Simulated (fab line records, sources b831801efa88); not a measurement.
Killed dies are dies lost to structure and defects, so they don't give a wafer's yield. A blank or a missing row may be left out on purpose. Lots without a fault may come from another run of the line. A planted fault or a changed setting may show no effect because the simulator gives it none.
A struck lot beside a sound one | flow sky130 | 21 steps out of a route of 708
Sound: wafers L613.1, L613.2, L613.6. Struck: wafer L627.1. (L627.6 of the same lot was not struck and is left out.) The cause comes at the end.
At each step with rows: each side's tool, then ch and its chambers, then its first start. Under that, the readings that differ: sound wafers | struck wafers | difference of the means | sigmas: that difference in standard deviations of wafers without a fault.
alike: readings whose means differ by less than 2 such deviations, and words and numbers that are the same on both sides. not compared: withheld readings, readings that some wafer has no value for, bounds like >300 that may hide the same value, and numbers for which the record gives no deviation and whose values overlap.
The two part at a step that has a row with sigmas, a row that says differs or no value, or rows on one side only. Numbers that don't overlap but have no deviation are shown without sigmas and don't part them. A reading that every wafer of one side lacks parts them only if that side has two wafers or more.

first, 2 steps without rows for these wafers: SKY_VT_ADJUST_PCH_PEB_05; SKY_VT_ADJUST_PCH_DEVELOP_06 (develop time 60 s).
SKY_VT_ADJUST_PCH_OVL_MEAS_07:
  sound on overlay-01, day 11 04:26; struck on overlay-01, day 15 10:08
  reading                | sound         | struck | difference | sigmas
  VT_ADJUST_PCH_OVL (nm) | -0.2 0.0 -1.1 | 2.3    | +2.7       | +2
then, 1 step without rows for these wafers: SKY_VT_ADJUST_PCH_IMPLANT_08.
SKY_VT_ADJUST_PCH_STRIP_09: strips in O2/N2.
  sound on plasma_asher-04 ch 0,1, day 11 04:38; struck on plasma_asher-02 ch 1, day 15 10:19
  alike: drypump_motor_current_A, oes_product_au, strip_time_to_endpoint_s
  not compared: rf_hours_counter_h
SKY_VT_ADJUST_PCH_TW_MEAS_10:
  sound on film_metro-04, day 11 04:44; struck on film_metro-03, day 15 10:25
  alike: VT_ADJUST_PCH_TW
then, 6 steps without rows for these wafers: SKY_SONOS_TUNNEL_DEHYDRATE_00 (time 60 s); SKY_SONOS_TUNNEL_HMDS_01 (prime time 60 s); SKY_SONOS_TUNNEL_COAT_02 (resist thk 1140 nm); SKY_SONOS_TUNNEL_SOFTBAKE_03 (time 60 s); SKY_SONOS_TUNNEL_EXPOSE_04 (exposes mask TUNM, target cd 410 nm); SKY_SONOS_TUNNEL_PEB_05.
SKY_SONOS_TUNNEL_DEVELOP_06: develop time 60 s.
  sound on litho_track-04 ch 0, day 12 04:19; struck on litho_track-01 ch 0, day 16 14:53
SKY_SONOS_TUNNEL_CD_MEAS_07: target cd 410 nm.
  sound on cd_sem-01, day 12 04:28; struck on cd_sem-02, day 16 15:02
  not compared: cd_nm
SKY_SONOS_TUNNEL_OVL_MEAS_08:
  sound on overlay-01, day 12 04:35; struck on overlay-02, day 16 15:10
  not compared: SONOS_TUNNEL_OVL
then, 3 steps without rows for these wafers: SKY_SONOS_TUNNEL_IMPLANT_09; SKY_SONOS_TUNNEL_WET_ETCH_10 (etches SiO2 in dHF, target depth 14 nm, time 280 s); SKY_SONOS_TUNNEL_STRIP_11 (strips in SPM, time 600 s).
SKY_SONOS_TUNNEL_TW_MEAS_12:
  sound on film_metro-03, day 12 05:03; struck on film_metro-01, day 16 15:46
  reading         | sound             | struck | difference | sigmas
  SONOS_TUNNEL_TW | 197.1 196.9 197.3 | 30.3   | -166.8     | -99 or more
then, 1 step without rows for these wafers: SKY_SONOS_TUNNEL_CLEAN_13 (cleans in dHF, time 20 s).
-- the record jumps here: 33 days lie between the struck wafers' starts before and after (it left off in module SONOS_TUNNEL and takes up again in module PAD_OPEN, whose first step shown is number 708 of the route) --
SKY_PAD_OPEN_PROBE_99:
  sound on prober-02, day 46 13:17; struck on prober-01, day 49 18:16
  reading             | sound     | struck | difference | sigmas
  killed_at_front_end | 17 8 22   | 416    | +400       | +83
  killed_dies         | 106 76 87 | 492    | +402       | +42
  killed_on_rim       | 17 15 17  | 96     | +80        | +22
  alike: killed_at_M0_to_M3, killed_at_M4_up, killed_at_contacts, killed_at_other, killed_open, killed_short

WHERE THEY PART
First at SKY_VT_ADJUST_PCH_OVL_MEAS_07; last, within this record, at SKY_PAD_OPEN_PROBE_99.

WHY: what the simulator had put in
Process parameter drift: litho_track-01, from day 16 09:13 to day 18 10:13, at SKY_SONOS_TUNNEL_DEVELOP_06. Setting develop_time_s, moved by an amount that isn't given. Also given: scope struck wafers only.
